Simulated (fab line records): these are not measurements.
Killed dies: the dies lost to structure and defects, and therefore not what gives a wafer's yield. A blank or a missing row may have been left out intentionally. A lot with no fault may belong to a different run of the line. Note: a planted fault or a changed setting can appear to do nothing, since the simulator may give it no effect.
Chamber matching -- flow sky130 -- SKY_FIELD_ISO_CMP_27 on cmp-02: 4 sister chambers
The step polishes, stops on Si3N4, t overpolish 16 s, target thk 457.8 nm. 4 wafers are shown with their chamber, then 7 later ones without.

## WAFERS, EACH WITH ITS CHAMBER
wafer,chamber,motor-current-A (A)
L743.4,0,11.0
L743.6,1,11.4
L745.1,2,14.7
L745.5,3,10.1

## WAFERS WITH NO CHAMBER GIVEN
wafer,motor-current-A (A)
L745.6,11.3
L747.3,10.2
L747.4,11.4
L747.5,11.3
L752.1,15.5
L752.2,10.8
L752.6,10.8

## EACH ONE'S CHAMBER
wafer,from the rows above,in truth
L745.6,can't be placed: 1 or 0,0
L747.3,3,3
L747.4,can't be placed: 1 or 0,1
L747.5,can't be placed: 1 or 0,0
L752.1,2,2
L752.2,can't be placed: 0 or 1 or 3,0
L752.6,can't be placed: 0 or 1 or 3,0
Placed correctly: 2 of 7. From these rows, 5 cannot be placed; in 5 the true chamber is one of the candidates. Placed wrongly: 0.
How it was worked out, from the rows above alone: a wafer's distance from a chamber is the root of the sum, over the readings, of the square of ((its reading less the chamber's mean) divided by the reading's scatter). If the next closest chamber is less than 2 further off than the closest, the wafer can't be placed; otherwise it belongs to the closest. The mean given for a chamber averages the wafers shown for that chamber. The scatter (one wafer shown for each chamber): square how far every hidden wafer sits from the nearest shown wafer, average those squares and take the square root.
